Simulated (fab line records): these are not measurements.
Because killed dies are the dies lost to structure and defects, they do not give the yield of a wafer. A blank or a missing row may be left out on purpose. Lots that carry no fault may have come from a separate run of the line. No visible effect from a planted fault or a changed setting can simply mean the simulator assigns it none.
Which tool is to blame? + flow sky130 + 12 lots, 36 wafers sampled, at 4 steps of a route of 708

== WHAT THE GAUGES READ, wafer by wafer ==
SKY_METAL5_THK_MEAS_06: measures by xrf. Usual: METAL5_ALCU_THK typically reads 1125 nm, with standard deviation 16.
| lot  | measured     | on           | METAL5_ALCU_THK (nm) | flag |
|------|--------------|--------------|----------------------|------|
| L978 | day 44 08:15 | filmMetro-02 | 1140 1127 1134       |      |
| L979 | day 44 12:24 | filmMetro-01 | 1143 1124 1146       |      |
| L980 | day 44 14:55 | filmMetro-01 | 1117 1131 1117       |      |
| L982 | day 45 12:02 | filmMetro-02 | 1140 1149 1130       |      |
| L983 | day 45 12:37 | filmMetro-02 | 1138 1102 1102       |      |
| L986 | day 46 11:28 | filmMetro-02 | 1104 1123 1125       |      |
| L987 | day 46 11:46 | filmMetro-03 | 1106 1094 1105       |      |
| L994 | day 48 04:11 | filmMetro-03 | 1125 1119 1124       |      |
| L996 | day 48 11:53 | filmMetro-01 | 1136 1134 1128       |      |
| L998 | day 49 02:52 | filmMetro-01 | 1123 1098 1110       |      |
| L999 | day 49 14:34 | filmMetro-02 | 1127 1116 1121       |      |
| L101 | day 49 22:20 | filmMetro-03 | 1126 1111 1130       |      |

SKY_PAD_OPEN_BOW_MEAS_13. Usual: PAD_OPEN_BOW typically reads 49 um, with standard deviation 8.
| lot  | measured     | on           | PAD_OPEN_BOW (um) | flag |
|------|--------------|--------------|-------------------|------|
| L978 | day 47 05:54 | filmMetro-04 | 53 45 64          |      |
| L979 | day 47 08:47 | filmMetro-03 | 48 52 47          |      |
| L980 | day 47 11:04 | filmMetro-04 | 55 58 49          |      |
| L982 | day 48 06:09 | filmMetro-01 | 39 40 48          |      |
| L983 | day 48 06:26 | filmMetro-03 | 50 41 44          |      |
| L986 | day 49 03:50 | filmMetro-03 | 53 44 40          |      |
| L987 | day 49 04:19 | filmMetro-03 | 43 42 35          |      |
| L994 | day 50 16:52 | filmMetro-03 | 43 44 40          |      |
| L996 | day 50 22:55 | filmMetro-01 | 49 68 56          |      |
| L998 | day 51 10:45 | filmMetro-01 | 51 52 49          |      |
| L999 | day 51 19:54 | filmMetro-03 | 49 55 51          |      |
| L101 | day 52 02:10 | filmMetro-04 | 56 57 63          |      |

== WHAT TOOL EACH LOT RAN ON (gives the tool, then ch and the chambers of the sampled wafers, and finally the start) ==
| lot  | SKY_VIA3_CVD_21              | SKY_METAL5_SPUTTER_03       |
|------|------------------------------|-----------------------------|
| L978 | cvdW-01 ch 0, day 41 02:37   | pvdSputter-01, day 44 08:03 |
| L979 | cvdW-01 ch 0,1, day 41 06:38 | pvdSputter-02, day 44 12:11 |
| L980 | cvdW-01 ch 0,1, day 41 09:52 | pvdSputter-04, day 44 14:44 |
| L982 | cvdW-02 ch 0,1, day 42 08:29 | pvdSputter-04, day 45 11:49 |
| L983 | cvdW-02 ch 0,1, day 42 09:46 | pvdSputter-01, day 45 12:25 |
| L986 | cvdW-01 ch 0,1, day 43 10:33 | pvdSputter-04, day 46 11:16 |
| L987 | cvdW-02 ch 0,1, day 43 12:16 | pvdSputter-02, day 46 11:34 |
| L994 | cvdW-01 ch 0,1, day 45 08:08 | pvdSputter-04, day 48 03:58 |
| L996 | cvdW-01 ch 0,1, day 45 16:52 | pvdSputter-02, day 48 11:40 |
| L998 | cvdW-02 ch 0,1, day 46 07:20 | pvdSputter-01, day 49 02:40 |
| L999 | cvdW-02 ch 0,1, day 46 22:25 | pvdSputter-01, day 49 14:23 |
| L101 | cvdW-02 ch 0,1, day 47 06:34 | pvdSputter-04, day 49 22:08 |
- SKY_VIA3_CVD_21: deposits W, target thk 390 nm, time 117.31 s.
- SKY_METAL5_SPUTTER_03: material Ti, target thk 5 nm, time 3.3 s.

== WHAT THE TOOLS THEMSELVES READ (means of the sampled wafers that have a number; where no wafer has one, the mark that the record gives instead) ==
SKY_VIA3_CVD_21. Usual: heaterPowerW 891 W, standard deviation 72; susceptorTempC 400.01 C, standard deviation 0.19.
| lot  | tool    | heaterPowerW (W) | susceptorTempC (C) | flag |
|------|---------|------------------|--------------------|------|
| L978 | cvdW-01 | 912              | 399.74             |      |
| L979 | cvdW-01 | 825              | 400.13             |      |
| L980 | cvdW-01 | 832              | 399.97             |      |
| L982 | cvdW-02 | 895              | 399.92             |      |
| L983 | cvdW-02 | 940              | 400.09             |      |
| L986 | cvdW-01 | 877              | 400.02             |      |
| L987 | cvdW-02 | 942              | 400.02             |      |
| L994 | cvdW-01 | 872              | 399.64             |      |
| L996 | cvdW-01 | 872              | 400.16             |      |
| L998 | cvdW-02 | 913              | 400.01             |      |
| L999 | cvdW-02 | 963              | 399.98             |      |
| L101 | cvdW-02 | 950              | 399.96             |      |

SKY_METAL5_SPUTTER_03. Usual: throttleValvePct 29.9 %, standard deviation 0.89.
| lot  | tool          | throttleValvePct (%) | flag |
|------|---------------|----------------------|------|
| L978 | pvdSputter-01 | 28.7                 |      |
| L979 | pvdSputter-02 | 30.4                 |      |
| L980 | pvdSputter-04 | 28.9                 |      |
| L982 | pvdSputter-04 | 30.6                 |      |
| L983 | pvdSputter-01 | 29.5                 |      |
| L986 | pvdSputter-04 | 30.1                 |      |
| L987 | pvdSputter-02 | 30.3                 |      |
| L994 | pvdSputter-04 | 29.4                 |      |
| L996 | pvdSputter-02 | 30.1                 |      |
| L998 | pvdSputter-01 | 29.4                 |      |
| L999 | pvdSputter-01 | 28.9                 |      |
| L101 | pvdSputter-04 | 30.0                 |      |

== THE ANSWER, worked out from the rows above alone ==
Rule: lot off if the mean of its wafers having a number is beyond 3 standard deviations from the usual mean. A lot without any number at a reading at which 4 lots or more have one is off too. Where the step has rows for the other lots, those lots are counted as sound. First the gauges in route order, then the tools' own readings, where a lot's mean is used as printed above. The first step at which some lot is off is used, and at that step the reading that is off furthest; a lot without a number counts as furthest.
No lot is off on any of the readings shown, so nothing can be concluded from this.

== WHAT THE SIMULATOR PUT IN ==
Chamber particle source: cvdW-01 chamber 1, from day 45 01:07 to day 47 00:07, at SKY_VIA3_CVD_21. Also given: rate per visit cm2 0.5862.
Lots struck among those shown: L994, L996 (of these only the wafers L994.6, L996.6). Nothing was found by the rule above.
